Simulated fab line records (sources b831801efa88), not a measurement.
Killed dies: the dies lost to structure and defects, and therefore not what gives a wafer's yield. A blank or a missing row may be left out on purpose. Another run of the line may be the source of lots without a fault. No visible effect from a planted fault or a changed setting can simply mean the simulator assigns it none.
fab line records | flow gf180mcu
record lots=14 | wafers=42 | lastDay=34
route steps=602 shown HV_LDD@233 SALICIDE@286 CONTACT@301 M1@317
lots that met no fault: taken from a fault-free run of the same line
startH: hours from the record's opening day to when the first of the lot's shown wafers began | waitH: hours elapsed since this lot's preceding step | " same as the row above | L1.1+2: a single row standing in for several wafers | - no value, or no start was given | * or withheld: withheld | < > ~ a bound
route shown NAME@n: NAME is a module with steps in the file, n the number in the route of the first one | usual: average and standard deviation across the fault-free wafers | same: alike in all rows | chamber/n: place in a boat | sites: readings site by site | _std_site: standard deviation across them | _edge_site: inner sites' mean taken away from outer sites' mean | radiusMm: how far each site lies from the wafer's centre | mask NAME#n: copy n | behind: the most recent tool/chamber to have shaped the wafer | hold: reason for holding the lot/hours on hold/outcome of the hold | device: whichever transistor did not switch (one of n, p or np) | end of line: the tests these same wafers got at the end of their route | where a step has no rows: the recipe by itself | killed: count of dies lost to structure and defects at first sort (not the wafer's yield) | map: dies across one wafer; x = killed, . = not, _ = none there
set.NAME: the setting that was run; set.NAME@STEP: the one run at that earlier step | model.NAME: the simulator's own value behind a step, which no gauge read
a sample of lots followed through the steps of the route, with each step as a table and each wafer as a row
services: the hour from which a tool's chamber was out of use, counted from the record's first day as startH (under 0 if before that day), plus the number of hours and why
## steps
# step GF_HV_LDD_THK_MEAS_57
# recipe reads=Si3N4_of_HV_LDD_CVD_56
# usual HV_LDD_CVD_56_THK=90.0/0.85
lot.wafer | tool         | chamber | startH | waitH | HV_LDD_CVD_56_THK[nm]
L776.2    | filmMetro-03 | -       | 291.32 | 0.0   | 90.9
L776.5    | "            | -       | "      | "     | 90.7
L776.6    | "            | -       | "      | "     | 90.4
L777.2    | filmMetro-03 | -       | 297.69 | 0.0   | 90.3
L777.3    | "            | -       | "      | "     | 90.4
L777.6    | "            | -       | "      | "     | 89.6
L778.1    | filmMetro-03 | -       | 304.50 | 0.0   | 89.9
L778.2    | "            | -       | "      | "     | 89.6
L778.5    | "            | -       | "      | "     | 90.0
L780.1    | filmMetro-04 | -       | 322.67 | 0.0   | 88.0
L780.2    | "            | -       | "      | "     | 88.2
L780.6    | "            | -       | "      | "     | 88.9
L781.1    | filmMetro-03 | -       | 332.67 | 0.0   | 88.3
L781.4    | "            | -       | "      | "     | 89.0
L781.6    | "            | -       | "      | "     | 88.8
L782.3    | filmMetro-03 | -       | 341.53 | 0.0   | 90.2
L782.4    | "            | -       | "      | "     | 90.1
L782.5    | "            | -       | "      | "     | 89.8
L783.1    | filmMetro-01 | -       | 350.50 | 0.0   | 90.3
L783.2    | "            | -       | "      | "     | 90.8
L783.5    | "            | -       | "      | "     | 90.5
L790.2    | filmMetro-01 | -       | 404.88 | 0.0   | 89.9
L790.4    | "            | -       | "      | "     | 88.8
L790.5    | "            | -       | "      | "     | 89.0
L792.1    | filmMetro-04 | -       | 422.20 | 0.0   | 89.0
L792.2    | "            | -       | "      | "     | 88.8
L792.5    | "            | -       | "      | "     | 88.9
L793.1    | filmMetro-03 | -       | 429.30 | 0.0   | 91.1
L793.4    | "            | -       | "      | "     | 90.4
L793.5    | "            | -       | "      | "     | 90.8
L794.1    | filmMetro-03 | -       | 438.17 | 0.0   | 90.2
L794.2    | "            | -       | "      | "     | 90.9
L794.3    | "            | -       | "      | "     | 90.5
L795.1    | filmMetro-01 | -       | 447.06 | 0.0   | 91.8
L795.3    | "            | -       | "      | "     | 91.7
L795.6    | "            | -       | "      | "     | 92.1
L796.3    | filmMetro-03 | -       | 453.78 | 0.0   | 90.0
L796.4    | "            | -       | "      | "     | 89.7
L796.5    | "            | -       | "      | "     | 90.2
L797.1    | filmMetro-03 | -       | 467.32 | 0.0   | 89.9
L797.2    | "            | -       | "      | "     | 89.8
L797.4    | "            | -       | "      | "     | 89.6
# step GF_SALICIDE_RTA_08
# recipe tempC=800 | timeS=30 | ambient=N2
# usual lampPowerPct=15.719/0.017 | wafer_temp_C_max=804.6/1.5
lot.wafer | tool         | chamber | startH | waitH | lampPowerPct | wafer_temp_C_max
L776.2    | rtpAnneal-01 | 0       | 356.98 | 0.0   | 15.715       | 803.8
L776.5    | "            | 0       | "      | "     | 15.687       | 803.2
L776.6    | "            | 0       | "      | "     | 15.700       | 803.2
L777.2    | rtpAnneal-02 | 0       | 364.35 | 0.0   | 15.728       | 806.2
L777.3    | "            | 0       | "      | "     | 15.724       | 806.9
L777.6    | "            | 0       | "      | "     | 15.740       | 806.6
L778.1    | rtpAnneal-01 | 0       | 371.49 | 0.0   | 15.729       | 803.2
L778.2    | "            | 0       | "      | "     | 15.711       | 803.2
L778.5    | "            | 0       | "      | "     | 15.698       | 803.2
L780.1    | rtpAnneal-02 | 0       | 391.22 | 0.0   | 15.731       | 805.4
L780.2    | "            | 0       | "      | "     | 15.745       | 804.0
L780.6    | "            | 0       | "      | "     | 15.735       | 805.6
L781.1    | rtpAnneal-01 | 0       | 402.37 | 0.0   | 15.684       | 803.1
L781.4    | "            | 0       | "      | "     | 15.731       | 803.1
L781.6    | "            | 0       | "      | "     | 15.698       | 802.5
L782.3    | rtpAnneal-02 | 0       | 412.32 | 0.0   | 15.725       | 805.8
L782.4    | "            | 0       | "      | "     | 15.748       | 804.3
L782.5    | "            | 0       | "      | "     | 15.720       | 809.4
L783.1    | rtpAnneal-01 | 0       | 420.56 | 0.0   | 15.693       | 803.4
L783.2    | "            | 0       | "      | "     | 15.709       | 802.3
L783.5    | "            | 0       | "      | "     | 15.690       | 804.6
L790.2    | rtpAnneal-01 | 0       | 479.45 | 0.0   | 15.696       | 804.2
L790.4    | "            | 0       | "      | "     | 15.704       | 803.0
L790.5    | "            | 0       | "      | "     | 15.713       | 803.9
L792.1    | rtpAnneal-02 | 0       | 496.35 | 0.0   | 15.738       | 807.5
L792.2    | "            | 0       | "      | "     | 15.732       | 805.7
L792.5    | "            | 0       | "      | "     | 15.728       | 807.7
L793.1    | rtpAnneal-01 | 0       | 503.01 | 0.0   | 15.715       | 803.6
L793.4    | "            | 0       | "      | "     | 15.712       | 802.8
L793.5    | "            | 0       | "      | "     | 15.690       | 803.6
L794.1    | rtpAnneal-02 | 0       | 512.01 | 0.0   | 15.723       | 805.6
L794.2    | "            | 0       | "      | "     | 15.722       | 804.7
L794.3    | "            | 0       | "      | "     | 15.749       | 805.8
L795.1    | rtpAnneal-01 | 0       | 519.98 | 0.0   | 15.715       | 804.3
L795.3    | "            | 0       | "      | "     | 15.716       | 803.7
L795.6    | "            | 0       | "      | "     | 15.719       | 804.1
L796.3    | rtpAnneal-02 | 0       | 525.83 | 0.0   | 15.765       | 805.2
L796.4    | "            | 0       | "      | "     | 15.751       | 806.3
L796.5    | "            | 0       | "      | "     | 15.740       | 805.1
L797.1    | rtpAnneal-02 | 0       | 538.42 | 0.0   | 15.740       | 807.9
L797.2    | "            | 0       | "      | "     | 15.737       | 808.4
L797.4    | "            | 0       | "      | "     | 15.735       | 805.8
# step GF_CONTACT_CD_MEAS_14
# recipe targetCdNm=220
# usual cdNm=219.6/1.4
lot.wafer | tool     | chamber | startH | waitH | cdNm
L776.2    | cdSem-02 | -       | 379.48 | 0.1   | 218.6
L776.5    | "        | -       | "      | "     | 218.5
L776.6    | "        | -       | "      | "     | 217.0
L777.2    | cdSem-02 | -       | 388.82 | 0.1   | 219.4
L777.3    | "        | -       | "      | "     | 220.2
L777.6    | "        | -       | "      | "     | 220.9
L778.1    | cdSem-02 | -       | 395.36 | 0.1   | 218.2
L778.2    | "        | -       | "      | "     | 218.7
L778.5    | "        | -       | "      | "     | 218.7
L780.1    | cdSem-01 | -       | 415.71 | 0.1   | 222.2
L780.2    | "        | -       | "      | "     | 221.1
L780.6    | "        | -       | "      | "     | 222.1
L781.1    | cdSem-01 | -       | 427.35 | 0.1   | 219.2
L781.4    | "        | -       | "      | "     | 219.5
L781.6    | "        | -       | "      | "     | 218.6
L782.3    | cdSem-02 | -       | 438.55 | 0.1   | 218.9
L782.4    | "        | -       | "      | "     | 218.0
L782.5    | "        | -       | "      | "     | 218.8
L783.1    | cdSem-01 | -       | 445.34 | 0.1   | 221.4
L783.2    | "        | -       | "      | "     | 219.3
L783.5    | "        | -       | "      | "     | 220.6
L790.2    | cdSem-02 | -       | 503.48 | 0.1   | 222.0
L790.4    | "        | -       | "      | "     | 222.2
L790.5    | "        | -       | "      | "     | 222.8
L792.1    | cdSem-01 | -       | 519.59 | 0.1   | 220.9
L792.2    | "        | -       | "      | "     | 222.3
L792.5    | "        | -       | "      | "     | 220.2
L793.1    | cdSem-01 | -       | 525.50 | 0.1   | 218.9
L793.4    | "        | -       | "      | "     | 217.7
L793.5    | "        | -       | "      | "     | 219.0
L794.1    | cdSem-01 | -       | 535.30 | 0.1   | 218.9
L794.2    | "        | -       | "      | "     | 219.3
L794.3    | "        | -       | "      | "     | 218.8
L795.1    | cdSem-01 | -       | 543.44 | 0.1   | 219.2
L795.3    | "        | -       | "      | "     | 219.4
L795.6    | "        | -       | "      | "     | 218.2
L796.3    | cdSem-02 | -       | 548.69 | 0.1   | 219.6
L796.4    | "        | -       | "      | "     | 218.6
L796.5    | "        | -       | "      | "     | 218.3
L797.1    | cdSem-02 | -       | 561.16 | 0.1   | 219.2
L797.2    | "        | -       | "      | "     | 218.8
L797.4    | "        | -       | "      | "     | 218.5
# step GF_M1_SPUTTER_02
# recipe material=AlCu | targetThkNm=450 | powerW=10600 | timeS=23.9 | chamberPressurePa=0.4
# usual cathodeDcPowerW=10600/2 | chamberPressurePa=0.4000/0.00074 | throttleValvePct=30.0/1
lot.wafer | tool          | chamber | startH | waitH | cathodeDcPowerW | chamberPressurePa | throttleValvePct
L776.2    | pvdSputter-03 | -       | 380.89 | 0.0   | 10601           | 0.3998            | 31.5
L776.5    | "             | -       | "      | "     | 10602           | 0.4000            | 30.0
L776.6    | "             | -       | "      | "     | 10597           | 0.4005            | 29.7
L777.2    | pvdSputter-03 | -       | 390.23 | 0.0   | 10598           | 0.3993            | 31.2
L777.3    | "             | -       | "      | "     | 10597           | 0.3991            | 30.1
L777.6    | "             | -       | "      | "     | 10598           | 0.3994            | 29.6
L778.1    | pvdSputter-03 | -       | 396.92 | 0.0   | 10600           | 0.3997            | 31.1
L778.2    | "             | -       | "      | "     | 10599           | 0.4006            | 30.0
L778.5    | "             | -       | "      | "     | 10604           | 0.3989            | 30.2
L780.1    | pvdSputter-03 | -       | 417.13 | 0.0   | 10602           | 0.3998            | 31.4
L780.2    | "             | -       | "      | "     | 10600           | 0.4005            | 29.7
L780.6    | "             | -       | "      | "     | 10600           | 0.4006            | 30.7
L781.1    | pvdSputter-03 | -       | 428.78 | 0.0   | -               | -                 | -
L781.4    | "             | -       | "      | "     | -               | -                 | -
L781.6    | "             | -       | "      | "     | -               | -                 | -
L782.3    | pvdSputter-04 | -       | 439.93 | 0.0   | -               | -                 | -
L782.4    | "             | -       | "      | "     | -               | -                 | -
L782.5    | "             | -       | "      | "     | -               | -                 | -
L783.1    | pvdSputter-04 | -       | 446.77 | 0.0   | 10599           | 0.3997            | 30.0
L783.2    | "             | -       | "      | "     | 10598           | 0.4004            | 28.6
L783.5    | "             | -       | "      | "     | 10601           | 0.4004            | 30.5
L790.2    | pvdSputter-02 | -       | 504.97 | 0.0   | 10602           | 0.3996            | 30.6
L790.4    | "             | -       | "      | "     | 10597           | 0.4012            | 28.3
L790.5    | "             | -       | "      | "     | 10597           | 0.3991            | 30.7
L792.1    | pvdSputter-02 | -       | 521.11 | 0.0   | 10601           | 0.3996            | 30.3
L792.2    | "             | -       | "      | "     | 10600           | 0.4007            | 28.3
L792.5    | "             | -       | "      | "     | 10605           | 0.3995            | 28.2
L793.1    | pvdSputter-03 | -       | 526.95 | 0.0   | 10600           | 0.4009            | 30.0
L793.4    | "             | -       | "      | "     | 10605           | 0.4002            | 31.1
L793.5    | "             | -       | "      | "     | 10601           | 0.3996            | 29.8
L794.1    | pvdSputter-04 | -       | 536.73 | 0.0   | 10600           | 0.3996            | 30.4
L794.2    | "             | -       | "      | "     | 10597           | 0.3989            | 28.4
L794.3    | "             | -       | "      | "     | 10599           | 0.4008            | 30.1
L795.1    | pvdSputter-04 | -       | 544.86 | 0.0   | 10599           | 0.4003            | 30.1
L795.3    | "             | -       | "      | "     | 10601           | 0.3994            | 30.5
L795.6    | "             | -       | "      | "     | 10598           | 0.4006            | 30.3
L796.3    | pvdSputter-02 | -       | 550.08 | 0.0   | 10596           | 0.4015            | 28.7
L796.4    | "             | -       | "      | "     | 10601           | 0.3994            | 29.1
L796.5    | "             | -       | "      | "     | 10602           | 0.4006            | 28.4
L797.1    | pvdSputter-04 | -       | 562.59 | 0.0   | 10599           | 0.4009            | 30.1
L797.2    | "             | -       | "      | "     | 10600           | 0.4007            | 30.4
L797.4    | "             | -       | "      | "     | 10597           | 0.3989            | 31.5
# step GF_M1_RS_MEAS_05
# recipe thkMeasGauge=four-point-probe | reads=TiN_of_M1_SPUTTER_04+Ti_of_M1_SPUTTER_03+AlCu_of_M1_SPUTTER_02+TiN_of_M1_SPUTTER_01+Ti_of_M1_SPUTTER_00
# usual M1_ALCU_RS=0.0698/0.00092
lot.wafer | tool         | chamber | startH | waitH | M1_ALCU_RS[ohm/sq]
L776.2    | filmMetro-04 | -       | 381.00 | 0.0   | 0.0704
L776.5    | "            | -       | "      | "     | 0.0721
L776.6    | "            | -       | "      | "     | 0.0714
L777.2    | filmMetro-02 | -       | 390.34 | 0.0   | 0.0692
L777.3    | "            | -       | "      | "     | 0.0704
L777.6    | "            | -       | "      | "     | 0.0698
L778.1    | filmMetro-04 | -       | 397.01 | 0.0   | 0.0698
L778.2    | "            | -       | "      | "     | 0.0704
L778.5    | "            | -       | "      | "     | 0.0705
L780.1    | filmMetro-02 | -       | 417.22 | 0.0   | 0.0691
L780.2    | "            | -       | "      | "     | 0.0703
L780.6    | "            | -       | "      | "     | 0.0707
L781.1    | filmMetro-02 | -       | 428.87 | 0.0   | 7.1254
L781.4    | "            | -       | "      | "     | 7.0789
L781.6    | "            | -       | "      | "     | 7.0153
L782.3    | filmMetro-03 | -       | 440.06 | 0.1   | 7.2615
L782.4    | "            | -       | "      | "     | 7.3015
L782.5    | "            | -       | "      | "     | 7.2484
L783.1    | filmMetro-03 | -       | 446.86 | 0.0   | 0.0707
L783.2    | "            | -       | "      | "     | 0.0696
L783.5    | "            | -       | "      | "     | 0.0702
L790.2    | filmMetro-04 | -       | 505.09 | 0.0   | 0.0696
L790.4    | "            | -       | "      | "     | 0.0689
L790.5    | "            | -       | "      | "     | 0.0696
L792.1    | filmMetro-02 | -       | 521.20 | 0.0   | 0.0697
L792.2    | "            | -       | "      | "     | 0.0697
L792.5    | "            | -       | "      | "     | 0.0691
L793.1    | filmMetro-02 | -       | 527.04 | 0.0   | 0.0700
L793.4    | "            | -       | "      | "     | 0.0679
L793.5    | "            | -       | "      | "     | 0.0702
L794.1    | filmMetro-04 | -       | 536.82 | 0.0   | 0.0689
L794.2    | "            | -       | "      | "     | 0.0684
L794.3    | "            | -       | "      | "     | 0.0694
L795.1    | filmMetro-03 | -       | 544.95 | 0.0   | 0.0697
L795.3    | "            | -       | "      | "     | 0.0697
L795.6    | "            | -       | "      | "     | 0.0702
L796.3    | filmMetro-02 | -       | 550.21 | 0.1   | 0.0704
L796.4    | "            | -       | "      | "     | 0.0685
L796.5    | "            | -       | "      | "     | 0.0697
L797.1    | filmMetro-04 | -       | 562.68 | 0.0   | 0.0705
L797.2    | "            | -       | "      | "     | 0.0700
L797.4    | "            | -       | "      | "     | 0.0687
# step GF_M1_THK_MEAS_06
# recipe thkMeasGauge=xrf | reads=AlCu_of_M1_SPUTTER_02
# usual M1_ALCU_THK=448/6.4
lot.wafer | tool         | chamber | startH | waitH | M1_ALCU_THK[nm]
L776.2    | filmMetro-04 | -       | 381.11 | 0.1   | 440
L776.5    | "            | -       | "      | "     | 432
L776.6    | "            | -       | "      | "     | 436
L777.2    | filmMetro-02 | -       | 390.45 | 0.1   | 450
L777.3    | "            | -       | "      | "     | 443
L777.6    | "            | -       | "      | "     | 446
L778.1    | filmMetro-04 | -       | 397.13 | 0.1   | 444
L778.2    | "            | -       | "      | "     | 440
L778.5    | "            | -       | "      | "     | 443
L780.1    | filmMetro-02 | -       | 417.34 | 0.1   | 456
L780.2    | "            | -       | "      | "     | 448
L780.6    | "            | -       | "      | "     | 445
L781.1    | filmMetro-02 | -       | 428.99 | 0.1   | <0
L781.4    | "            | -       | "      | "     | <0
L781.6    | "            | -       | "      | "     | <0
L782.3    | filmMetro-03 | -       | 440.16 | 0.1   | <0
L782.4    | "            | -       | "      | "     | <0
L782.5    | "            | -       | "      | "     | <0
L783.1    | filmMetro-03 | -       | 446.98 | 0.1   | 444
L783.2    | "            | -       | "      | "     | 452
L783.5    | "            | -       | "      | "     | 448
L790.2    | filmMetro-04 | -       | 505.20 | 0.1   | 446
L790.4    | "            | -       | "      | "     | 452
L790.5    | "            | -       | "      | "     | 444
L792.1    | filmMetro-02 | -       | 521.32 | 0.1   | 450
L792.2    | "            | -       | "      | "     | 451
L792.5    | "            | -       | "      | "     | 455
L793.1    | filmMetro-02 | -       | 527.16 | 0.1   | 450
L793.4    | "            | -       | "      | "     | 463
L793.5    | "            | -       | "      | "     | 449
L794.1    | filmMetro-04 | -       | 536.94 | 0.1   | 455
L794.2    | "            | -       | "      | "     | 458
L794.3    | "            | -       | "      | "     | 451
L795.1    | filmMetro-03 | -       | 545.07 | 0.1   | 450
L795.3    | "            | -       | "      | "     | 451
L795.6    | "            | -       | "      | "     | 451
L796.3    | filmMetro-02 | -       | 550.31 | 0.1   | 445
L796.4    | "            | -       | "      | "     | 455
L796.5    | "            | -       | "      | "     | 447
L797.1    | filmMetro-04 | -       | 562.80 | 0.1   | 445
L797.2    | "            | -       | "      | "     | 448
L797.4    | "            | -       | "      | "     | 457
## services
tool          | chamber | startH | hours | kind
pvdSputter-03 | 3       | 430.73 | -     | consumableReplace:kit
pvdSputter-03 | 3       | 430.73 | 18.0  | scheduledDown
pvdSputter-03 | 3       | 430.73 | 18.0  | ventCycle
pvdSputter-04 | 2       | 469.83 | -     | consumableReplace:kit
pvdSputter-04 | 2       | 469.83 | 18.0  | scheduledDown
pvdSputter-04 | 2       | 469.83 | 18.0  | ventCycle
pvdSputter-03 | -       | 474.38 | 5.7   | repair
pvdSputter-02 | 1       | 514.65 | -     | consumableReplace:kit
pvdSputter-02 | 1       | 514.65 | 18.0  | scheduledDown
pvdSputter-02 | 1       | 514.65 | 18.0  | ventCycle
pvdSputter-02 | -       | 546.71 | 1.0   | repair
pvdSputter-04 | -       | 548.40 | 0.5   | repair
## key
firstSign step=GF_M1_SPUTTER_02 | reading=toolRecord | direction=missing
effect step=GF_M1_RS_MEAS_05 | reading=M1_ALCU_RS | direction=up | sigmas=99+ | usual=0.0698 | struck=7.1718
effect step=GF_M1_THK_MEAS_06 | reading=M1_ALCU_THK | direction=down | sigmas=70 | usual=448 | struck=<0
metAt GF_M1_SPUTTER_02
struckLots L781,L782
laterRowsLeftOut L781.1,L781.4,L781.6,L782.3,L782.4,L782.5
sortLeftOut L781.1,L781.4,L781.6,L782.3,L782.4,L782.5
notActingAt GF_HV_LDD_THK_MEAS_57,GF_SALICIDE_RTA_08,GF_CONTACT_CD_MEAS_14
onsetBetween 417.13 428.78
fault kind=skippedStepWhole | tool=pvdSputter-03,pvdSputter-04 | chamber=- | onsetH=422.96 | steps=GF_M1_SPUTTER_02 | scope=struckLotsOnly
# sortLeftOut: the simulated sort isn't trusted on such a fault, so these wafers' sort isn't shown, and their yield isn't known
# laterRowsLeftOut: the simulator's readings of these wafers behind a module that went badly wrong aren't trusted and aren't shown, but for the sort
